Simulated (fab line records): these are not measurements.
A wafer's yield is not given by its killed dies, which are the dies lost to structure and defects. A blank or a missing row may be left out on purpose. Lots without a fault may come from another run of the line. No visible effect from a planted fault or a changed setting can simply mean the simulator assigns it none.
fab line records	flow gf180mcu
[record] lots = 11	wafers = 33	lastDay = 34
route steps=602 shown M1@319 M2@366
lots that met no fault: from a run of the same line without faults
startH: hours from the record's opening day to when the first of the lot's shown wafers began	waitH: how many hours have passed since the lot's step before this one	" same as the row above	L1.1+2: one row covering several wafers at once	- no value, or no start given	* or withheld: withheld	< > ~ a bound
route shown NAME@n: NAME is a module with steps in the file, n the number in the route of the first one	usual: mean/standard deviation of fault-free wafers	same: alike in all rows	chamber/n: place in a boat	sites: the reading at each site	_std_site: standard deviation across them	_edge_site: outer sites' mean less inner sites'	radiusMm: for every site, how far away it sits from the centre of the wafer	mask NAME#n: copy n	behind: tool/chamber where the wafer was last shaped	hold: the reason the lot was held/the length of the hold in hours/how it ended	device: whichever transistor did not switch (one of n, p or np)	end of line: the tests these same wafers got at the end of their route	where a step has no rows: the recipe by itself	killed: at the first sort, the dies lost to defects and structure; wafer yield is something else	map: a wafer's dies, x killed, . not, _ none there
set.NAME: the setting as run; set.NAME@STEP: as run at that earlier step	model.NAME: the simulator's own value behind a step, which no gauge read
a sample of lots followed through the steps of the route, with each step as a table and each wafer as a row
services: from which hour (startH, from the record's first day; less than 0 if before it) a tool's chamber was out of use, for how many hours, and why
[[steps]]
[step GF_M1_SPUTTER_04]
[recipe] material = TiN	targetThkNm = 50	powerW = 6500	timeS = 41.7	chamberPressurePa = 0.4
[usual] throttleValvePct = 29.3/1.1
lot.wafer	tool	chamber	startH	waitH	throttleValvePct
L642.3	pvdSputter-03	-	364.61	0.0	30.3
L642.4	"	-	"	"	30.2
L642.5	"	-	"	"	30.0
L643.3	pvdSputter-01	-	373.82	0.0	28.8
L643.4	"	-	"	"	30.1
L643.6	"	-	"	"	30.2
L644.2	pvdSputter-03	-	376.71	0.0	29.7
L644.4	"	-	"	"	30.4
L644.5	"	-	"	"	29.9
L645.3	pvdSputter-01	-	397.08	0.0	30.0
L645.5	"	-	"	"	27.4
L645.6	"	-	"	"	31.6
L648.1	pvdSputter-01	-	413.13	0.0	28.7
L648.4	"	-	"	"	30.2
L648.5	"	-	"	"	31.5
L656.2	pvdSputter-02	-	484.80	0.0	28.1
L656.3	"	-	"	"	28.5
L656.4	"	-	"	"	29.7
L657.1	pvdSputter-03	-	496.88	0.0	28.3
L657.5	"	-	"	"	30.2
L657.6	"	-	"	"	30.0
L660.2	pvdSputter-01	-	518.24	0.0	31.5
L660.3	"	-	"	"	30.2
L660.6	"	-	"	"	27.4
L663.1	pvdSputter-01	-	544.68	0.0	30.2
L663.4	"	-	"	"	31.3
L663.6	"	-	"	"	31.1
L664.2	pvdSputter-03	-	546.25	0.0	30.4
L664.3	"	-	"	"	30.1
L664.5	"	-	"	"	29.8
L665.2	pvdSputter-02	-	558.33	0.0	29.8
L665.4	"	-	"	"	29.3
L665.6	"	-	"	"	30.1
[step GF_M1_CD_MEAS_14]
[recipe] targetCdNm = 230
[usual] cdNm = 229.4/1.3
lot.wafer	tool	chamber	startH	waitH	cdNm
L642.3	cdSem-01	-	387.22	0.1	231.1
L642.4	"	-	"	"	230.2
L642.5	"	-	"	"	229.3
L643.3	cdSem-02	-	396.37	0.1	229.0
L643.4	"	-	"	"	229.2
L643.6	"	-	"	"	229.4
L644.2	cdSem-01	-	399.15	0.1	228.7
L644.4	"	-	"	"	229.4
L644.5	"	-	"	"	229.5
L645.3	cdSem-01	-	420.52	0.1	230.5
L645.5	"	-	"	"	230.4
L645.6	"	-	"	"	229.4
L648.1	cdSem-02	-	437.55	0.1	229.1
L648.4	"	-	"	"	228.1
L648.5	"	-	"	"	228.1
L656.2	cdSem-01	-	508.12	0.1	230.9
L656.3	"	-	"	"	231.1
L656.4	"	-	"	"	230.9
L657.1	cdSem-02	-	520.42	0.1	228.1
L657.5	"	-	"	"	227.8
L657.6	"	-	"	"	229.1
L660.2	cdSem-01	-	541.40	0.2	230.7
L660.3	"	-	"	"	230.7
L660.6	"	-	"	"	231.3
L663.1	cdSem-02	-	566.95	0.1	228.4
L663.4	"	-	"	"	229.6
L663.6	"	-	"	"	229.4
L664.2	cdSem-02	-	568.70	0.1	229.7
L664.3	"	-	"	"	230.1
L664.5	"	-	"	"	229.9
L665.2	cdSem-01	-	580.34	0.1	231.1
L665.4	"	-	"	"	229.7
L665.6	"	-	"	"	229.3
[step GF_M2_SPUTTER_04]
[recipe] material = TiN	targetThkNm = 50	powerW = 6500	timeS = 41.7	chamberPressurePa = 0.4
[usual] throttleValvePct = 29.5/1.5
lot.wafer	tool	chamber	startH	waitH	throttleValvePct
L642.3	pvdSputter-04	-	413.71	0.0	32.2
L642.4	"	-	"	"	29.7
L642.5	"	-	"	"	29.8
L643.3	pvdSputter-04	-	423.08	0.0	29.8
L643.4	"	-	"	"	28.8
L643.6	"	-	"	"	32.4
L644.2	pvdSputter-01	-	427.95	0.0	30.2
L644.4	"	-	"	"	28.5
L644.5	"	-	"	"	28.8
L645.3	pvdSputter-02	-	447.93	0.0	29.7
L645.5	"	-	"	"	29.8
L645.6	"	-	"	"	28.5
L648.1	pvdSputter-04	-	465.45	0.0	32.5
L648.4	"	-	"	"	28.6
L648.5	"	-	"	"	29.8
L656.2	pvdSputter-04	-	534.03	0.0	29.5
L656.3	"	-	"	"	28.4
L656.4	"	-	"	"	29.5
L657.1	pvdSputter-01	-	545.97	0.0	27.4
L657.5	"	-	"	"	27.4
L657.6	"	-	"	"	28.7
L660.2	pvdSputter-01	-	567.11	0.0	27.5
L660.3	"	-	"	"	30.2
L660.6	"	-	"	"	27.1
L663.1	pvdSputter-01	-	590.87	0.0	31.4
L663.4	"	-	"	"	28.4
L663.6	"	-	"	"	30.0
L664.2	pvdSputter-01	-	592.98	0.0	30.3
L664.3	"	-	"	"	27.4
L664.5	"	-	"	"	31.4
L665.2	pvdSputter-01	-	604.28	0.0	28.8
L665.4	"	-	"	"	30.6
L665.6	"	-	"	"	28.5
[step GF_M2_RS_MEAS_05]
[recipe] thkMeasGauge = four-point-probe	reads = TiN_of_M2_SPUTTER_04+Ti_of_M2_SPUTTER_03+AlCu_of_M2_SPUTTER_02+TiN_of_M2_SPUTTER_01+Ti_of_M2_SPUTTER_00
[usual] M2_ALCU_RS = 0.0691/0.00064
lot.wafer	tool	chamber	startH	waitH	M2_ALCU_RS[ohm/sq]
L642.3	filmMetro-02	-	413.79	0.1	0.0683
L642.4	"	-	"	"	0.0677
L642.5	"	-	"	"	0.0671
L643.3	filmMetro-02	-	423.16	0.1	0.0678
L643.4	"	-	"	"	0.0685
L643.6	"	-	"	"	0.0690
L644.2	filmMetro-01	-	428.01	0.0	0.0689
L644.4	"	-	"	"	0.0688
L644.5	"	-	"	"	0.0687
L645.3	filmMetro-01	-	448.01	0.1	0.0694
L645.5	"	-	"	"	0.0686
L645.6	"	-	"	"	0.0694
L648.1	filmMetro-01	-	465.49	0.0	0.0697
L648.4	"	-	"	"	0.0701
L648.5	"	-	"	"	0.0688
L656.2	filmMetro-02	-	534.09	0.0	0.0687
L656.3	"	-	"	"	0.0698
L656.4	"	-	"	"	0.0691
L657.1	filmMetro-02	-	546.01	0.0	0.0689
L657.5	"	-	"	"	0.0689
L657.6	"	-	"	"	0.0689
L660.2	filmMetro-02	-	567.17	0.0	0.0700
L660.3	"	-	"	"	0.0692
L660.6	"	-	"	"	0.0701
L663.1	filmMetro-03	-	590.91	0.0	0.0692
L663.4	"	-	"	"	0.0697
L663.6	"	-	"	"	0.0696
L664.2	filmMetro-03	-	593.04	0.0	0.0700
L664.3	"	-	"	"	0.0709
L664.5	"	-	"	"	0.0698
L665.2	filmMetro-02	-	604.34	0.0	0.0690
L665.4	"	-	"	"	0.0684
L665.6	"	-	"	"	0.0686
[step GF_M2_THK_MEAS_06]
[recipe] thkMeasGauge = xrf	reads = AlCu_of_M2_SPUTTER_02
[usual] M2_ALCU_THK = 447/4.6
lot.wafer	tool	chamber	startH	waitH	M2_ALCU_THK[nm]
L642.3	filmMetro-02	-	413.89	0.1	450
L642.4	"	-	"	"	454
L642.5	"	-	"	"	459
L643.3	filmMetro-02	-	423.26	0.1	456
L643.4	"	-	"	"	453
L643.6	"	-	"	"	447
L644.2	filmMetro-01	-	428.12	0.1	449
L644.4	"	-	"	"	446
L644.5	"	-	"	"	448
L645.3	filmMetro-01	-	448.11	0.1	449
L645.5	"	-	"	"	453
L645.6	"	-	"	"	448
L648.1	filmMetro-01	-	465.61	0.1	442
L648.4	"	-	"	"	437
L648.5	"	-	"	"	446
L656.2	filmMetro-02	-	534.20	0.1	448
L656.3	"	-	"	"	462
L656.4	"	-	"	"	446
L657.1	filmMetro-02	-	546.13	0.1	447
L657.5	"	-	"	"	447
L657.6	"	-	"	"	446
L660.2	filmMetro-02	-	567.28	0.1	440
L660.3	"	-	"	"	447
L660.6	"	-	"	"	439
L663.1	filmMetro-03	-	591.03	0.1	445
L663.4	"	-	"	"	442
L663.6	"	-	"	"	443
L664.2	filmMetro-03	-	593.15	0.1	444
L664.3	"	-	"	"	437
L664.5	"	-	"	"	441
L665.2	filmMetro-02	-	604.45	0.1	447
L665.4	"	-	"	"	452
L665.6	"	-	"	"	449
[step GF_M2_METAL_ETCH_16]
[recipe] chemistry = Cl2/BCl3	maskMaterial = KrF	targetDepthNm = 627.5	stopOn = SiO2	pressureMtorr = 8	icpW = 800	biasW = 140	Cl2_flow_sccm = 80	bcl3FlowSccm = 40	timeS = 104.6
[usual] biasW = 140.1/0.4	chamberPressureMTorr = 8.001/0.0068	drypumpMotorCurrentA = 5.7/0.33	oesProductAu = 0.974/0.0059	throttleValvePct = 28.247/0.0097
lot.wafer	tool	chamber	startH	waitH	biasW	chamberPressureMTorr	drypumpMotorCurrentA	oesProductAu	rfHoursCounterH	throttleValvePct
L642.3	rieMetal-01	0	438.23	0.1	140.0	8.006	6.1	0.982	-	28.227
L642.4	"	1	"	"	140.4	7.998	5.5	0.976	-	28.245
L642.5	"	1	"	"	140.1	8.003	5.5	0.982	-	28.234
L643.3	rieMetal-01	1	447.13	0.1	140.1	8.001	5.5	0.974	-	28.241
L643.4	"	0	"	"	139.2	8.009	6.1	0.979	-	28.231
L643.6	"	1	"	"	140.5	8.010	5.5	0.971	-	28.237
L644.2	rieMetal-01	0	452.39	0.0	139.7	8.004	6.1	0.977	9	28.257
L644.4	"	1	"	"	139.9	8.000	5.5	0.973	-	28.224
L644.5	"	0	"	"	139.5	7.998	6.1	0.976	-	28.244
L645.3	rieMetal-01	0	472.40	0.1	140.3	8.000	6.0	0.974	-	28.245
L645.5	"	0	"	"	139.7	8.001	6.1	0.983	-	28.267
L645.6	"	1	"	"	140.3	7.987	5.5	0.972	-	28.256
L648.1	rieMetal-03	1	489.69	0.0	139.9	7.996	5.5	0.972	7	28.250
L648.4	"	0	"	"	139.8	8.001	5.9	0.965	-	28.253
L648.5	"	0	"	"	140.4	8.000	5.8	0.979	-	28.246
L656.2	rieMetal-02	1	555.94	0.0	140.2	8.006	5.0	0.976	9	28.238
L656.3	"	1	"	"	140.7	8.000	4.9	0.953	-	28.263
L656.4	"	0	"	"	140.2	8.008	6.0	0.976	-	28.250
L657.1	rieMetal-03	1	568.16	0.0	139.7	8.009	5.5	0.977	9	28.239
L657.5	"	0	"	"	140.0	8.002	5.9	0.970	-	28.256
L657.6	"	1	"	"	140.4	8.005	5.4	0.985	-	28.242
L660.2	rieMetal-01	0	589.09	0.0	140.3	7.997	6.1	0.970	12	28.268
L660.3	"	1	"	"	139.5	8.006	5.5	0.975	-	28.254
L660.6	"	0	"	"	139.8	7.994	6.1	0.967	-	28.244
L663.1	rieMetal-01	1	611.38	0.0	140.4	7.993	5.5	0.972	9	28.255
L663.4	"	1	"	"	139.9	7.998	5.5	0.977	-	28.265
L663.6	"	1	"	"	140.1	7.986	5.5	0.979	-	28.249
L664.2	rieMetal-02	1	613.58	0.0	139.8	8.008	4.9	0.970	10	28.239
L664.3	"	1	"	"	140.0	7.995	4.9	0.964	-	28.250
L664.5	"	1	"	"	139.8	7.990	4.9	0.967	-	28.253
L665.2	rieMetal-01	1	625.21	0.0	139.1	7.984	5.5	0.976	10	28.249
L665.4	"	0	"	"	139.5	8.000	6.1	0.980	-	28.254
L665.6	"	1	"	"	139.7	8.007	5.5	0.978	-	28.236
[[services]]
tool	chamber	startH	hours	kind
rieMetal-03	-	349.84	2.8	pm
pvdSputter-01	-	355.83	1.9	repair
pvdSputter-02	-	451.25	1.8	repair
pvdSputter-03	-	464.14	6.3	repair
pvdSputter-03	2	475.93	-	consumableReplace:kit
pvdSputter-03	2	475.93	18.0	scheduledDown
rieMetal-02	1	482.87	15.5	repair
pvdSputter-04	-	486.73	2.2	repair
pvdSputter-01	1	524.90	-	consumableReplace:kit
pvdSputter-01	1	524.90	18.0	scheduledDown
pvdSputter-01	1	524.90	18.0	ventCycle
rieMetal-02	-	529.44	1.4	pm
rieMetal-01	-	531.36	0.1	repair
pvdSputter-03	-	547.87	2.4	repair
rieMetal-03	0	551.53	2.3	repair
rieMetal-01	0	557.88	10.5	repair
pvdSputter-02	-	562.65	1.2	repair
pvdSputter-02	-	567.83	1.2	repair
pvdSputter-03	-	577.48	3.9	repair
rieMetal-01	0	595.37	-	clean
rieMetal-01	0	595.37	20.5	scheduledDown
rieMetal-01	0	595.37	20.5	ventCycle
pvdSputter-03	-	605.81	12.8	repair
pvdSputter-04	-	615.78	2.1	repair
[[key]]
[firstSign] step = GF_M2_THK_MEAS_06	reading = M2_ALCU_THK	direction = up	sigmas = 3.3	usual = 447	struck = 462
[effect] step = GF_M2_METAL_ETCH_16	reading = oesProductAu	direction = down	sigmas = 3.5	usual = 0.974	struck = 0.953
metAt GF_M2_SPUTTER_04
struckLots L656
struckWafers L656.3
notActingAt GF_M1_SPUTTER_04,GF_M1_CD_MEAS_14,GF_M2_RS_MEAS_05
onsetBetween 465.45 534.03
[fault] kind = processParameterDrift	tool = pvdSputter-04	chamber = -	onsetH = 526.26	steps = GF_M2_SPUTTER_04	channel = timeS	offset = *	shape = step	endH = 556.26	actsIn = *	stated = *	scope = struckWafersOnly
